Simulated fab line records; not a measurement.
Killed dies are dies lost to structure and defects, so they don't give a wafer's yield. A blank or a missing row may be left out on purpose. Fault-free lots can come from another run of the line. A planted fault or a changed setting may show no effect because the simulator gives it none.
Which of the tools did it? :: flow gf180mcu :: 6 lots with 18 wafers sampled at 3 steps, on a route of 602 steps

## WHAT THE GAUGES SHOWED, per wafer
GF_HV_LDD_TW_MEAS_50.
lot: L245
measured: day 12 19:30
on: filmMetro-01
HV_LDD_4_TW: 567 570 569

lot: L249
measured: day 14 01:23
on: filmMetro-01
HV_LDD_4_TW: 562 566 566

lot: L251
measured: day 15 04:59
on: filmMetro-01
HV_LDD_4_TW: 565 564 563

lot: L257
measured: day 16 21:34
on: filmMetro-01
HV_LDD_4_TW: 533 529 529

lot: L264
measured: day 19 12:32
on: filmMetro-03
HV_LDD_4_TW: 572 572 573

lot: L266
measured: day 19 23:08
on: filmMetro-03
HV_LDD_4_TW: 570 569 568

## WHAT TOOL EACH LOT RAN ON (gives the tool, then ch and the chambers of the sampled wafers, and finally the start)
lot: L245
GF_POLY_GATE_ETCH_12: rieDiel-04 ch 0,2,3, day 9 12:20
GF_HV_LDD_IMPLANT_48: implanter-04 ch 0, day 12 19:15

lot: L249
GF_POLY_GATE_ETCH_12: rieDiel-02 ch 0,1,2, day 10 15:32
GF_HV_LDD_IMPLANT_48: implanter-01 ch 0, day 14 01:08

lot: L251
GF_POLY_GATE_ETCH_12: rieDiel-04 ch 0,2,3, day 11 16:47
GF_HV_LDD_IMPLANT_48: implanter-04 ch 0, day 15 04:45

lot: L257
GF_POLY_GATE_ETCH_12: rieDiel-02 ch 0,1,3, day 13 04:25
GF_HV_LDD_IMPLANT_48: implanter-03 ch 0, day 16 21:19

lot: L264
GF_POLY_GATE_ETCH_12: rieDiel-01 ch 0,2,3, day 15 11:32
GF_HV_LDD_IMPLANT_48: implanter-03 ch 0, day 19 12:18

lot: L266
GF_POLY_GATE_ETCH_12: rieDiel-01 ch 0,2,3, day 15 18:25
GF_HV_LDD_IMPLANT_48: implanter-03 ch 0, day 19 22:55
- GF_POLY_GATE_ETCH_12: etches BARC in N2/H2.
- GF_HV_LDD_IMPLANT_48

## THE ANSWER, worked out from the rows above alone
Rule: usual is defined by the lots themselves. The widest of any qualifying gaps counts: lots, ordered by their means at a reading, are off when they make up no more than a third of the lots, leave a main group of 4 or more, and stand apart from it by 3 or more times the standard deviation of that group's means. Not used: any main group whose means are identical at the precision the tables above print for the reading. A lot without any number at a reading at which 4 lots or more have one is off too. All remaining lots with rows at the step are treated as sound.
Off: L257, at GF_HV_LDD_TW_MEAS_50 (HV_LDD_4_TW). For the main group the mean is 568 and the standard deviation 3.1.
If a tool, at a process step before that reading, ran all the lots that are off and no sound lot after the first of them, it fits. Those tools and the gauges at GF_HV_LDD_TW_MEAS_50 are tried in the same way. Can't be told from this: 2 tools fit, rieDiel-02 at GF_POLY_GATE_ETCH_12, filmMetro-01 at GF_HV_LDD_TW_MEAS_50.

## WHAT THE SIMULATOR HAD PUT IN
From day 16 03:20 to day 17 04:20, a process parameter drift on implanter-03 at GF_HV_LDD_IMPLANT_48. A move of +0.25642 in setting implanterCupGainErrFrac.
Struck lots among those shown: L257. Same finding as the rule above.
